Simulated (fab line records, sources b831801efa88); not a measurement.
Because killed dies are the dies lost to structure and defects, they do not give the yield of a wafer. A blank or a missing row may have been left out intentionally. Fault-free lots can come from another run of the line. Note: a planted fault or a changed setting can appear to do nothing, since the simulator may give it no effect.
Comparing a struck lot with a sound one    flow sfqLine    15 steps out of a route of 325
Sound: the wafers L875.2, L875.3, L875.6. Struck: wafers L874.3, L874.4 (left out: L874.1, a lot-mate that was not struck); the cause follows at the end.
For every step that has rows: the tool of each side, followed by ch and its chambers, followed by its first start. Under that, the readings that differ: sound wafers    struck wafers    difference of the means    sigmas: that difference in standard deviations of wafers without a fault.
alike: readings whose means differ by less than 2 such deviations, and words and numbers that are the same on both sides. not compared: withheld readings, readings that some wafer has no value for, bounds like >300 that may hide the same value, and numbers for which the record gives no deviation and whose values overlap.
A row with sigmas, a row that says differs or no value, or rows on one side alone: a step with any of these is where the two part. Non-overlapping numbers with no deviation appear without sigmas and do not part them. A reading missing from all wafers of one side parts the sides only when that side holds two or more wafers.

SFQ_TRILAYER_R5_DEP_SPUTTER_132: material Ti, target thk 5 nm, time 5 s.
  sound: pvdSputter-04 at day 59 03:37; struck: pvdSputter-05 at day 58 22:03
  alike: throttleValvePct
SFQ_TRILAYER_R5_DEP_SPUTTER_133: material MoNx, target thk 40 nm, time 66.7 s.
  sound: pvdSputter-04 at day 59 03:38; struck: pvdSputter-05 at day 58 22:04
  alike: throttleValvePct
SFQ_TRILAYER_R5_DEP_SPUTTER_134: material Ti, target thk 5 nm, time 5 s.
  sound: pvdSputter-04 at day 59 03:41; struck: pvdSputter-05 at day 58 22:07
  alike: throttleValvePct
SFQ_R5_RS_MEAS_933: uses a four-point probe to measure.
  sound: filmMetro-02 at day 59 03:44; struck: filmMetro-02 at day 58 22:08
  alike: R5_MONX_RS
SFQ_R5_THK_MEAS_934: measures by xrf.
  sound: filmMetro-02 at day 59 03:50; struck: filmMetro-02 at day 58 22:16
  alike: R5_MONX_THK
then, 6 steps without rows for these wafers: SFQ_TRILAYER_R5_LITHO_COAT_141 (resist thk 62 nm); SFQ_TRILAYER_R5_LITHO_COAT_136 (resist thk 600 nm); SFQ_TRILAYER_R5_LITHO_SOFTBAKE_140; SFQ_TRILAYER_R5_LITHO_EXPOSE_137 (exposes mask R5, target cd 500 nm); SFQ_TRILAYER_R5_LITHO_PEB_139 (peb time 60 s); SFQ_TRILAYER_R5_LITHO_DEVELOP_138 (time 60 s).
-- the record jumps here: 5 days lie between the struck wafers' starts before and after --
SFQ_R5_OVL_MEAS_935:
  sound: overlay-02 at day 63 22:16; struck: overlay-02 at day 63 18:40
  alike: R5_OVL
SFQ_TRILAYER_R5_BARC_OPEN_METAL_ETCH_177: etches BARC in O2, target depth 125 nm, time 41.7 s.
  sound on rieMetal-04 ch 0,1, day 63 22:18; struck on rieMetal-02 ch 0,1, day 63 18:42
reading                                             sound              struck       difference  sigmas
oesProductAu (a.u.)                                 0.691 0.691 0.678  0.652 0.654  -0.034      -7
runLengthS (s)                                      69.94 69.98 70.22  74.74 74.59  +4.62       +16
model.KrF_of_TRILAYER_R5_LITHO_COAT_136.thkNm (nm)  522.8 524.6 524.2  519.3 519.1  -4.7        
  alike: drypumpMotorCurrentA, rfFwdPowerW
  not compared: rfHoursCounterH
SFQ_TRILAYER_R5_ETCH_METAL_ETCH_139: etches the open film in Cl2, stops on SiO2, target depth 60 nm, time 40 s.
  sound on rieMetal-04 ch 0,1, day 63 22:22; struck on rieMetal-02 ch 0,1, day 63 18:46
reading                                             sound            struck       difference  sigmas
model.KrF_of_TRILAYER_R5_LITHO_COAT_136.thkNm (nm)  498.6 500.1 500  495.7 495.1  -4.2        
  alike: drypumpMotorCurrentA, oesProductAu, rfFwdPowerW, runLengthS
  not compared: rfHoursCounterH
SFQ_TRILAYER_R5_STRIP_STRIP_140: strips in O2.
  sound on rieMetal-04 ch 0,1, day 63 22:25; struck on rieMetal-02 ch 0,1, day 63 18:49
  alike: drypumpMotorCurrentA, oesProductAu
  not compared: rfHoursCounterH

== WHERE THEY PART ==
SFQ_TRILAYER_R5_BARC_OPEN_METAL_ETCH_177 only, going by this record. Later steps at which nothing parts them and some readings are alike: SFQ_TRILAYER_R5_ETCH_METAL_ETCH_139, SFQ_TRILAYER_R5_STRIP_STRIP_140.

WHY: what had been put in by the simulator
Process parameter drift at SFQ_TRILAYER_R5_BARC_OPEN_METAL_ETCH_177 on rieMetal-02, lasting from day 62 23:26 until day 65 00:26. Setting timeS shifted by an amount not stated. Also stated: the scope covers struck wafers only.
